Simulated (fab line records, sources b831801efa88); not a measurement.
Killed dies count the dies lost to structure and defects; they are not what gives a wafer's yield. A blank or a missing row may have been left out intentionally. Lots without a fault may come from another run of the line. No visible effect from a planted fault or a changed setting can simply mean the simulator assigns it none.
Which of the tools did it? | flow gf180mcu | 24 lots with 72 wafers sampled at 5 steps, on a route of 602 steps

## WHAT THE GAUGES SHOWED, per wafer
GF_V3_THK_MEAS_03. Usual: V3_CVD_02_THK 851 nm, standard deviation 11.
lot  | measured     | on            | V3_CVD_02_THK (nm) | flag
L074 | day 21 15:25 | film metro-04 | 844 863 849        |
L075 | day 21 18:33 | film metro-01 | 833 849 862        |
L076 | day 22 07:08 | film metro-02 | 841 847 861        |
L077 | day 22 12:31 | film metro-04 | 845 848 846        |
L078 | day 22 19:31 | film metro-01 | 855 861 865        |
L079 | day 23 06:18 | film metro-01 | 836 834 850        |
L080 | day 23 15:59 | film metro-01 | 851 859 856        |
L081 | day 24 03:11 | film metro-02 | 858 871 870        |
L082 | day 24 16:16 | film metro-01 | 838 821 838        |
L083 | day 24 18:28 | film metro-02 | 847 829 854        |
L084 | day 25 02:08 | film metro-02 | 877 873 862        |
L085 | day 25 11:49 | film metro-04 | 842 849 839        |
L086 | day 25 20:27 | film metro-04 | 858 847 858        |
L087 | day 25 23:38 | film metro-04 | 837 835 853        |
L088 | day 26 11:57 | film metro-04 | 865 858 867        |
L089 | day 26 18:01 | film metro-04 | 844 857 866        |
L090 | day 27 03:49 | film metro-04 | 852 866 859        |
L091 | day 27 06:39 | film metro-02 | 842 857 864        |
L092 | day 27 12:58 | film metro-02 | 862 852 845        |
L093 | day 27 17:16 | film metro-04 | 850 851 860        |
L094 | day 28 01:53 | film metro-02 | 849 838 874        |
L095 | day 28 08:00 | film metro-04 | 835 867 852        |
L096 | day 28 16:55 | film metro-04 | 821 845 855        |
L097 | day 28 20:28 | film metro-04 | 848 847 842        |

GF_V3_BOW_MEAS_05. Usual: V3_BOW 120 um, standard deviation 8.3.
lot  | measured     | on            | V3_BOW (um) | flag
L074 | day 21 15:47 | film metro-04 | 133 110 107 |
L075 | day 21 18:55 | film metro-01 | 126 116 119 |
L076 | day 22 07:37 | film metro-02 | 121 120 134 |
L077 | day 22 12:53 | film metro-01 | 121 122 125 |
L078 | day 22 19:53 | film metro-01 | 111 119 114 |
L079 | day 23 06:40 | film metro-02 | 129 125 126 |
L080 | day 23 16:22 | film metro-02 | 120 118 124 |
L081 | day 24 03:33 | film metro-01 | 115 116 123 |
L082 | day 24 16:42 | film metro-02 | 116 128 123 |
L083 | day 24 18:50 | film metro-04 | 134 140 132 |
L084 | day 25 02:31 | film metro-04 | 104 128 107 |
L085 | day 25 12:10 | film metro-04 | 109 114 111 |
L086 | day 25 20:49 | film metro-01 | 117 121 127 |
L087 | day 26 00:01 | film metro-02 | 110 119 125 |
L088 | day 26 12:20 | film metro-04 | 122 117 128 |
L089 | day 26 18:23 | film metro-04 | 113 121 124 |
L090 | day 27 04:11 | film metro-01 | 118 131 114 |
L091 | day 27 07:02 | film metro-01 | 101 104 105 |
L092 | day 27 13:20 | film metro-02 | 113 110 125 |
L093 | day 27 17:44 | film metro-04 | 116 129 99  |
L094 | day 28 02:14 | film metro-04 | 123 115 128 |
L095 | day 28 08:25 | film metro-02 | 111 110 106 |
L096 | day 28 17:17 | film metro-01 | 105 114 119 |
L097 | day 28 20:50 | film metro-01 | 128 129 137 |

GF_M5_CD_MEAS_07: the cd target is 280 nm. Usual: 279.7 nm for cd nm, sd 1.1.
lot  | measured     | on        | cd nm (nm)        | flag
L074 | day 26 12:34 | cd sem-02 | 279.9 279.3 280.6 |
L075 | day 26 14:43 | cd sem-02 | 277.8 279.4 279.7 |
L076 | day 27 01:19 | cd sem-01 | 279.5 279.9 279.7 |
L077 | day 27 05:57 | cd sem-01 | 280.8 282.1 281.1 |
L078 | day 27 13:01 | cd sem-01 | 277.6 278.1 276.5 |
L079 | day 27 21:39 | cd sem-01 | 278.4 278.4 278.8 |
L080 | day 28 06:43 | cd sem-02 | 280.0 279.2 280.3 |
L081 | day 28 15:52 | cd sem-02 | 279.9 279.9 279.9 |
L082 | day 29 04:13 | cd sem-02 | 281.4 280.3 281.8 |
L083 | day 29 07:19 | cd sem-02 | 280.2 279.2 279.1 |
L084 | day 29 11:58 | cd sem-02 | 280.6 281.1 278.9 |
L085 | day 29 21:49 | cd sem-01 | 278.8 280.1 279.1 |
L086 | day 30 04:30 | cd sem-02 | 279.9 281.1 280.3 |
L087 | day 30 06:58 | cd sem-02 | 279.3 279.8 278.7 |
L088 | day 30 20:16 | cd sem-02 | 279.4 281.2 279.9 |
L089 | day 31 00:23 | cd sem-01 | 281.3 281.1 281.1 |
L090 | day 31 07:52 | cd sem-01 | 278.6 278.3 279.3 |
L091 | day 31 09:28 | cd sem-01 | 279.0 279.0 279.9 |
L092 | day 31 16:43 | cd sem-01 | 281.6 280.1 280.9 |
L093 | day 31 20:43 | cd sem-02 | 279.1 280.5 278.9 |
L094 | day 32 03:36 | cd sem-01 | 279.4 280.1 280.2 |
L095 | day 32 09:48 | cd sem-02 | 279.3 279.4 278.6 |
L096 | day 32 15:43 | cd sem-01 | 279.5 278.7 279.0 |
L097 | day 32 19:27 | cd sem-02 | 277.5 277.1 277.6 |

## WHAT TOOL EACH LOT RAN ON (gives the tool, then ch and the chambers of the sampled wafers, and finally the start)
lot  | GF_M4_SPUTTER_02             | GF_MIM_STRIP_20
L074 | pvd sputter-01, day 22 16:40 | plasma asher-04 ch 0,1, day 25 15:01
L075 | pvd sputter-01, day 22 19:53 | plasma asher-04 ch 0,1, day 25 17:35
L076 | pvd sputter-04, day 23 07:53 | plasma asher-02 ch 0,1, day 26 04:40
L077 | pvd sputter-01, day 23 13:34 | plasma asher-02 ch 0,1, day 26 09:22
L078 | pvd sputter-01, day 23 20:14 | plasma asher-02 ch 0,1, day 26 16:07
L079 | pvd sputter-02, day 24 07:00 | plasma asher-04 ch 0, day 27 02:14
L080 | pvd sputter-01, day 24 16:32 | plasma asher-03 ch 0,1, day 27 10:22
L081 | pvd sputter-01, day 25 03:05 | plasma asher-04 ch 0,1, day 27 19:56
L082 | pvd sputter-02, day 25 16:20 | plasma asher-03 ch 0,1, day 28 08:31
L083 | pvd sputter-04, day 25 18:07 | plasma asher-03 ch 0, day 28 11:22
L084 | pvd sputter-01, day 26 01:03 | plasma asher-04 ch 0,1, day 28 16:18
L085 | pvd sputter-01, day 26 10:52 | plasma asher-03 ch 0,1, day 29 02:32
L086 | pvd sputter-04, day 26 19:15 | plasma asher-02 ch 0,1, day 29 09:46
L087 | pvd sputter-01, day 26 21:37 | plasma asher-02 ch 0,1, day 29 12:07
L088 | pvd sputter-02, day 27 10:53 | plasma asher-03 ch 0,1, day 30 02:06
L089 | pvd sputter-04, day 27 16:45 | plasma asher-04 ch 0,1, day 30 05:55
L090 | pvd sputter-01, day 28 01:19 | plasma asher-04 ch 0,1, day 30 13:47
L091 | pvd sputter-02, day 28 03:38 | plasma asher-04 ch 0,1, day 30 15:45
L092 | pvd sputter-01, day 28 10:43 | plasma asher-02 ch 0,1, day 30 22:45
L093 | pvd sputter-01, day 28 15:28 | plasma asher-02 ch 0,1, day 31 03:08
L094 | pvd sputter-01, day 28 23:31 | plasma asher-02 ch 0,1, day 31 10:10
L095 | pvd sputter-04, day 29 06:02 | plasma asher-04 ch 1, day 31 16:23
L096 | pvd sputter-02, day 29 14:14 | plasma asher-04 ch 0,1, day 31 22:55
L097 | pvd sputter-01, day 29 17:56 | plasma asher-03 ch 0,1, day 32 03:02
- GF_M4_SPUTTER_02: material AlCu, target thk 450 nm, time 23.9 s.
- GF_MIM_STRIP_20: strips in O2/N2.

## AS READ BY THE TOOLS THEMSELVES (means over the sampled wafers that have a number; for cases with no such wafer, the mark the record gives instead)
GF_M4_SPUTTER_02. Usual: 30.2 % for throttle valve pct, sd 1.1.
lot  | tool           | throttle valve pct (%) | flag
L074 | pvd sputter-01 | 29.8                   |
L075 | pvd sputter-01 | 30.4                   |
L076 | pvd sputter-04 | 28.9                   |
L077 | pvd sputter-01 | 30.7                   |
L078 | pvd sputter-01 | 30.2                   |
L079 | pvd sputter-02 | 30.1                   |
L080 | pvd sputter-01 | 30.5                   |
L081 | pvd sputter-01 | 30.4                   |
L082 | pvd sputter-02 | 30.2                   |
L083 | pvd sputter-04 | 28.7                   |
L084 | pvd sputter-01 | 31.2                   |
L085 | pvd sputter-01 | 30.6                   |
L086 | pvd sputter-04 | 29.0                   |
L087 | pvd sputter-01 | 30.2                   |
L088 | pvd sputter-02 | 29.8                   |
L089 | pvd sputter-04 | 29.5                   |
L090 | pvd sputter-01 | 30.5                   |
L091 | pvd sputter-02 | 29.7                   |
L092 | pvd sputter-01 | 30.6                   |
L093 | pvd sputter-01 | 31.3                   |
L094 | pvd sputter-01 | 29.7                   |
L095 | pvd sputter-04 | 29.0                   |
L096 | pvd sputter-02 | 30.2                   |
L097 | pvd sputter-01 | 31.0                   |

GF_MIM_STRIP_20. Usual: drypump motor current A 5.5 A, standard deviation 0.42; heater power w 346 W, standard deviation 44; oes product au 0.694 a.u., standard deviation 0.005; platen temp c 250.00 C, standard deviation 0.17; strip time to endpoint s 11.26 s, standard deviation 0.038.
lot  | tool            | drypump motor current A (A) | heater power w (W) | oes product au (a.u.) | platen temp c (C) | strip time to endpoint s (s) | flag
L074 | plasma asher-04 | 5.1                         | 325                | 0.694                 | 250.05            | 11.23                        |
L075 | plasma asher-04 | 5.4                         | 337                | 0.695                 | 250.00            | 11.27                        |
L076 | plasma asher-02 | 5.9                         | 361                | 0.694                 | 249.87            | 11.25                        |
L077 | plasma asher-02 | 5.6                         | 363                | 0.685                 | 249.92            | 11.21                        |
L078 | plasma asher-02 | 5.6                         | 358                | 0.696                 | 249.97            | 11.28                        |
L079 | plasma asher-04 | 5.6                         | 339                | 0.696                 | 250.31            | 11.26                        |
L080 | plasma asher-03 | 5.6                         | 324                | 0.694                 | 249.98            | 11.28                        |
L081 | plasma asher-04 | 5.3                         | 335                | 0.694                 | 249.97            | 11.26                        |
L082 | plasma asher-03 | 5.5                         | 380                | 0.694                 | 249.93            | 11.26                        |
L083 | plasma asher-03 | 5.5                         | 441                | 0.702                 | 250.00            | 11.31                        |
L084 | plasma asher-04 | 5.3                         | 330                | 0.697                 | 250.10            | 11.22                        |
L085 | plasma asher-03 | 5.5                         | 329                | 0.692                 | 249.93            | 11.24                        |
L086 | plasma asher-02 | 5.6                         | 356                | 0.694                 | 249.94            | 11.25                        |
L087 | plasma asher-02 | 5.6                         | 359                | 0.693                 | 249.98            | 11.27                        |
L088 | plasma asher-03 | 5.5                         | 380                | 0.693                 | 250.10            | 11.26                        |
L089 | plasma asher-04 | 5.4                         | 335                | 0.694                 | 250.10            | 11.23                        |
L090 | plasma asher-04 | 5.4                         | 335                | 0.693                 | 249.96            | 11.30                        |
L091 | plasma asher-04 | 5.1                         | 326                | 0.692                 | 250.03            | 11.26                        |
L092 | plasma asher-02 | 5.9                         | 360                | 0.692                 | 249.91            | 11.22                        |
L093 | plasma asher-02 | 5.6                         | 360                | 0.697                 | 249.92            | 11.27                        |
L094 | plasma asher-02 | 5.6                         | 361                | 0.694                 | 250.13            | 11.25                        |
L095 | plasma asher-04 | 4.8                         | 321                | 0.689                 | 249.97            | 11.25                        |
L096 | plasma asher-04 | 5.3                         | 340                | 0.692                 | 249.97            | 11.31                        |
L097 | plasma asher-03 | 5.6                         | 324                | 0.694                 | 250.00            | 11.18                        |

## THE ANSWER, worked out from the rows above alone
Rule: a lot is off if the mean of its wafers that have a number lies more than 3 standard deviations from the usual mean. A lot without any number at a reading at which 4 lots or more have one is off too. The other lots that the step has rows for count as sound. The gauges are gone through in route order, then the tools' own readings, and for those a lot's mean is taken as printed above. At the first step where some lot is off, the reading lying furthest off is the one used; lots without a number count as furthest.
Nothing can be told from this: no lot is off at any reading shown.

## WHAT THE SIMULATOR HAD PUT IN
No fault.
